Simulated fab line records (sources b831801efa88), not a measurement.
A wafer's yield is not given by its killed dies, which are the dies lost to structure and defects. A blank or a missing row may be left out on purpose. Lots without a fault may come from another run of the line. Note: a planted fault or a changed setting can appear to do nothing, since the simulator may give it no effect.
fab line records	flow sky130
record lots=4	wafers=12	last_day=49
route steps=708 shown LI_CONTACT@371 LOCAL_INTERCONNECT@387 CONTACT@406 PAD_OPEN@708
lots that met no fault: from a run of the same line without faults
start_h: start of the lot's first displayed wafer, in hours after the record's first day	wait_h: hours since the lot's step before	" same as the row above	L1.1+2: a row that stands for several wafers	- no value present, or no start provided	* or withheld: withheld	< > ~ a bound
route shown NAME@n: a module of which the file shows steps, and the number in the route of the first	usual: mean/standard deviation of fault-free wafers	same: alike in all rows	chamber/n: place in a boat	sites: readings site by site	_std_site: standard deviation across them	_edge_site: the outer-site mean with the inner-site mean subtracted	radius_mm: how far each site lies from the wafer's centre	mask NAME#n: copy n	behind: the tool/chamber that last shaped the wafer	hold: reason for holding the lot/hours on hold/outcome of the hold	device: the n, p or np transistor that did not switch	end of line: the route-end tests of the same wafers	for a step that has no rows: nothing shown but its recipe	killed: count of dies lost to structure and defects at first sort (not the wafer's yield)	map: a wafer's dies, marking killed ones x, the rest . and places with no die _
set.NAME: setting as actually run; set.NAME@STEP: the setting as run at that earlier step	model.NAME: the simulator's own value behind a step, which no gauge read
a table for each step, a row for each wafer; lots at some steps of the route
services: from which hour (start_h, from the record's first day; less than 0 if before it) a tool's chamber was out of use, for how many hours, and why
## steps
# step SKY_LI_CONTACT_EXPOSE_09
# recipe mask_id=LICM1	na=0.8	source_shape=annular	sigma_inner=0.55	sigma_outer=0.85	target_cd_nm=170	dose_mj=38
# step SKY_LI_CONTACT_PEB_10
# recipe peb_temp_c=withheld	peb_time_s=withheld	resist=KrF-thick
# step SKY_LI_CONTACT_DEVELOP_11
# recipe develop_time_s=60	resist=KrF-thick	dev_temp_c=21
# step SKY_LI_CONTACT_ETCH_14
# recipe chemistry=N2/H2	target=BARC	ion_energy_ev=200	source_w=500	bias_w=100	pressure_mtorr=30	n2_flow_sccm=100	h2_flow_sccm=200	stop_on=SiO2	time_s=45.9	target_depth_a=600
# step SKY_LI_CONTACT_ETCH_15
# recipe target=PSG	chemistry=C4F8/O2/Ar	stop_on=Si	taper_deg=4.15	mask_material=KrF-thick	source_w=1500	bias_w=1200	pressure_mtorr=40	c4f8_flow_sccm=withheld	O2_flow_sccm=6	Ar_flow_sccm=300	time_s=withheld	target_depth_a=6000
# step SKY_LI_CONTACT_STRIP_16
# recipe chemistry=O2/N2	power_w=1400	pressure_mtorr=1500	platen_temp_c=withheld	o2_flow_sccm=3000	n2_flow_sccm=300	overash_fraction=0.5
# step SKY_LI_CONTACT_CLEAN_17
# recipe chemistry=NMP	time_s=600	temp_c=60	dry=n2_spin
# step SKY_LI_CONTACT_PRE_CLEAN_18
# recipe gas=Ar	time_s=5.6	bias_v=358
# step SKY_LI_CONTACT_SPUTTER_19
# recipe material=Ti	target_thk_nm=20	chamber_pressure_pa=5	power_w=2500	substrate_temp_c=200	time_s=106.37
# step SKY_LI_CONTACT_SPUTTER_20
# recipe material=TiN	target_thk_nm=20	chamber_pressure_pa=5	power_w=4000	time_s=80
# step SKY_LI_CONTACT_CVD_21
# recipe material=W	target_thk_nm=400	time_s=120.56	temp_c=400	pressure_torr=40
# usual heater_power_w=767/45
lot.wafer	tool	chamber	start_h	wait_h	heater_power_w
L885.1	cvd_w-02	0	753.91	0.0	816
L885.4	"	0	"	"	830
L885.6	"	1	"	"	771
L891.2	cvd_w-02	0	792.82	0.0	814
L891.3	"	1	"	"	778
L891.4	"	0	"	"	836
L893.1	cvd_w-02	1	813.51	0.0	779
L893.4	"	1	"	"	769
L893.6	"	1	"	"	762
L894.1	cvd_w-01	1	814.17	0.0	716
L894.4	"	1	"	"	707
L894.5	"	0	"	"	817
# step SKY_LI_CONTACT_CMP_24
# recipe stop_on=PSG	t_overpolish_s=20	down_force_psi=3.5	platen_rpm=60	target_thk_nm=0	pad_velocity_m_s=0.94248
# step SKY_LOCAL_INTERCONNECT_SPUTTER_00
# recipe material=TiN	target_thk_nm=100	temp_c=300	power_w=6500	time_s=83.3	chamber_pressure_pa=0.4
# step SKY_LOCAL_INTERCONNECT_DEHYDRATE_03
# recipe temp_c=200	time_s=60
# step SKY_LOCAL_INTERCONNECT_HMDS_04
# recipe prime_time_s=60	prime_temp_c=120
# step SKY_LOCAL_INTERCONNECT_COAT_05
# recipe resist=BARC	temp_c=withheld	time_s=withheld	spin_rpm=3000	resist_thk_nm=60
# step SKY_LOCAL_INTERCONNECT_COAT_06
# recipe resist=KrF-thick	spin_rpm=3000	resist_thk_nm=450
# step SKY_LOCAL_INTERCONNECT_SOFTBAKE_07
# recipe temp_c=100	time_s=90	resist=KrF-thick
# step SKY_LOCAL_INTERCONNECT_EXPOSE_08
# recipe mask_id=LI1M	na=0.8	source_shape=annular	sigma_inner=0.55	sigma_outer=0.85	target_cd_nm=170	dose_mj=28
# step SKY_LOCAL_INTERCONNECT_PEB_09
# recipe peb_temp_c=withheld	peb_time_s=withheld	resist=KrF-thick
# step SKY_LOCAL_INTERCONNECT_DEVELOP_10
# recipe develop_time_s=60	resist=KrF-thick	dev_temp_c=21
# step SKY_LOCAL_INTERCONNECT_ETCH_13
# recipe chemistry=N2/H2	target=BARC	ion_energy_ev=200	bias_w=100	pressure_mtorr=30	n2_flow_sccm=100	h2_flow_sccm=200	icp_w=500	stop_on=SiO2	time_s=45.9	target_depth_a=600
# step SKY_LOCAL_INTERCONNECT_METAL_ETCH_14
# recipe target_depth_nm=110	stop_on=PSG	chemistry=Cl2/BCl3	target=TiN	resist_sidewall_deg=88	pressure_mtorr=10	icp_w=900	bias_w=48.5	Cl2_flow_sccm=60	bcl3_flow_sccm=30	time_s=31.4
# step SKY_LOCAL_INTERCONNECT_STRIP_15
# recipe chemistry=O2/N2	power_w=1400	pressure_mtorr=1500	platen_temp_c=withheld	o2_flow_sccm=3000	n2_flow_sccm=300	overash_fraction=0.5
# step SKY_LOCAL_INTERCONNECT_STRIP_16
# recipe chemistry=post_etch_residue_remover	time_s=1200	temp_c=72.5
# step SKY_LOCAL_INTERCONNECT_CLEAN_17
# recipe chemistry=IPA	time_s=180	temp_c=25
# step SKY_LOCAL_INTERCONNECT_CLEAN_18
# recipe chemistry=O3/DIW	dry=n2_spin
# step SKY_CONTACT_CVD_00
# recipe material=Si3N4	target_thk_nm=75	temp_c=400	time_s=withheld	rf_w=450
# step SKY_CONTACT_HDPCVD_02
# recipe material=SiO2	target_thk_nm=565	sigma_open_frac=0.3	time_s=94.2	temp_c=600	sih4_flow_sccm=60	pressure_mtorr=6
# step SKY_CONTACT_CMP_04
# recipe material=SiO2	down_force_psi=4	platen_rpm=60	pad_velocity_m_s=0.94248
# step SKY_CONTACT_DEHYDRATE_06
# recipe temp_c=200	time_s=60
# step SKY_PAD_OPEN_PROBE_99
# usual killed_at_M0_to_M3=44/7.2	killed_at_M4_up=2.9/1.8	killed_at_contacts=24/5.6	killed_at_front_end=15/4.2	killed_at_other=0.4/0.71	killed_dies=86/9.2	killed_open=47/7.2	killed_short=39/5.7
# same gross_dies=492	killed_at_back_side=0
lot.wafer	tool	chamber	start_h	wait_h	killed_at_M0_to_M3	killed_at_M4_up	killed_at_contacts	killed_at_front_end	killed_at_other	killed_dies	killed_open	killed_short
L885.1	prober-02	-	1130.53	0.1	39	4	31	15	1	90	55	35
L885.4	prober-02	-	1130.68	0.2	44	2	21	15	0	82	43	39
L885.6	prober-02	-	1130.78	0.2	45	3	21	17	0	86	50	36
L891.2	prober-02	-	1163.58	0.1	43	2	32	17	0	94	51	42
L891.3	prober-02	-	1163.63	0.2	43	2	57	14	0	116	51	33
L891.4	prober-02	-	1163.68	0.2	39	3	26	16	0	84	46	37
L893.1	prober-02	-	1172.83	0.1	47	0	54	11	1	113	37	39
L893.4	prober-02	-	1172.98	0.2	49	4	51	7	0	111	41	37
L893.6	prober-02	-	1173.08	0.2	47	3	56	17	0	123	44	46
# killed by level:class
L885.1 VIA1:geometric_particle:open=14 LI_CONTACT:geometric_particle:open=10 CONTACT:geometric_particle:open=10 CONTACT:geometric_particle:short=8 FIELD_ISO:geometric_particle:open=5 VIA2:geometric_particle:open=5 POLY_GATE:geometric_particle:short=3 VIA3:geometric_particle:open=3
L885.4 VIA1:geometric_particle:open=11 VIA2:geometric_particle:open=8 LI_CONTACT:geometric_particle:open=7 VIA1:geometric_particle:short=7 LOCAL_INTERCONNECT:geometric_particle:short=6 METAL1:geometric_particle:short=6 FIELD_ISO:geometric_particle:open=4 CONTACT:geometric_particle:short=4
L885.6 VIA1:geometric_particle:open=12 LI_CONTACT:geometric_particle:open=9 CONTACT:geometric_particle:open=8 VIA3:geometric_particle:open=7 METAL1:geometric_particle:short=6 METAL2:geometric_particle:short=6 FIELD_ISO:geometric_particle:short=5 METAL3:geometric_particle:short=5
L891.2 LI_CONTACT:geometric_particle:open=10 CONTACT:geometric_particle:open=9 FIELD_ISO:geometric_particle:open=8 CONTACT:geometric_particle:short=8 VIA1:geometric_particle:open=8 VIA1:geometric_particle:short=7 VIA3:geometric_particle:open=7 FIELD_ISO:geometric_particle:short=4
L891.3 LI_CONTACT:unspecified=32 LI_CONTACT:geometric_particle:open=10 CONTACT:geometric_particle:open=10 VIA1:geometric_particle:open=10 VIA3:geometric_particle:open=9 POLY_GATE:geometric_particle:short=5 VIA1:geometric_particle:short=5 METAL1:geometric_particle:short=4
L891.4 VIA1:geometric_particle:open=13 LI_CONTACT:geometric_particle:open=10 CONTACT:geometric_particle:open=10 FIELD_ISO:geometric_particle:short=6 VIA1:geometric_particle:short=5 FIELD_ISO:geometric_particle:open=4 CONTACT:geometric_particle:short=4 METAL2:geometric_particle:short=4
L893.1 LI_CONTACT:unspecified=37 VIA1:geometric_particle:open=10 METAL1:geometric_particle:short=9 VIA1:geometric_particle:short=9 LI_CONTACT:geometric_particle:open=5 CONTACT:geometric_particle:open=5 VIA2:geometric_particle:open=5 LI_CONTACT:geometric_particle:short=4
L893.4 LI_CONTACT:unspecified=33 VIA1:geometric_particle:open=15 VIA2:geometric_particle:open=8 CONTACT:geometric_particle:short=5 LI_CONTACT:geometric_particle:open=4 CONTACT:geometric_particle:open=4 VIA1:geometric_particle:short=4 METAL2:geometric_particle:short=4
L893.6 LI_CONTACT:unspecified=33 VIA1:geometric_particle:open=17 METAL2:geometric_particle:short=8 FIELD_ISO:geometric_particle:open=7 CONTACT:geometric_particle:open=7 CONTACT:geometric_particle:short=6 LI_CONTACT:geometric_particle:short=4 VIA1:geometric_particle:short=4
# map L891.3 (x killed, . not)
__________xxxx...x.._________
________xxxxx......x.x_______
______xxxxxxx...x..x...._____
_____xxxxxxxxx...xx...x..____
____.xx..xxx....x.....x..x___
___....xxxx.x..............__
__.....xxxxxx.......x...x..._
_.............x..xxx.......x.
_..x........xx.....x....x...x
_..................x.........
_x........x.....xx.x.....x..x
_...x..xx.......x.x..........
_x............x......x...x...
_....x...x.......xx.x........
_.......x.x.xx....x.....xx.x.
__.x......................x._
___.x.x.x....xx...xx......x__
____.x.......x...x........___
_____.....x..............____
______..x..x.......xxx.._____
________.x............_______
__________.x........_________
# map L893.6 (x killed, . not)
__________xxx...x..._________
________xxxx.x.xx....._______
______xxxxxx.xx...x...x._____
_____.xxxxxxxx...x.....x.____
____..xxxxxxxxxx.x..x..x..___
___x..xxxx..x..............__
__..x....x........x........._
_.x...x......x.....x...x.x...
_xx....x.xx........xx.xx.....
_...x.........x.....x.xx.x.x.
_....x.x..x..............xxx.
_.x.............x...x.x.....x
_....x.....x........x.....xx.
_....x...................x..x
_......x...........x.....x.xx
__.....x.xx..x.......xx....._
___..........x......xx.....__
____.......xx....x.x......___
_____...x..xx.........x.x____
______..........xx.x...._____
________x..........x.._______
__________.....x...._________
## services
tool	chamber	start_h	hours	kind
cvd_w-01	-	747.34	0.3	repair
## key
first_sign step=SKY_PAD_OPEN_PROBE_99	reading=killed_at_contacts	direction=up	sigmas=5.4	usual=24	struck=54
effect step=SKY_PAD_OPEN_PROBE_99	reading=killed_dies	direction=up	sigmas=3.3	usual=86	struck=116
met_at SKY_LI_CONTACT_CVD_21
struck_wafers L891.3,L893.1,L893.4,L893.6
tester_left_out L891,L893
onset_between 753.91 792.82
fault kind=chamber_particle_source	tool=cvd_w-02	chamber=1	onset_h=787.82	steps=SKY_LI_CONTACT_CVD_21	rate_per_visit_cm2=0.45875	end_h=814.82
# tester_left_out: of these lots the tester's yield and bins aren't shown, on N5 and GAA mostly nor the transistor test; their killed dies are dies lost to structure and defects alone, not to doping, threshold or leakage, so they don't give the yield
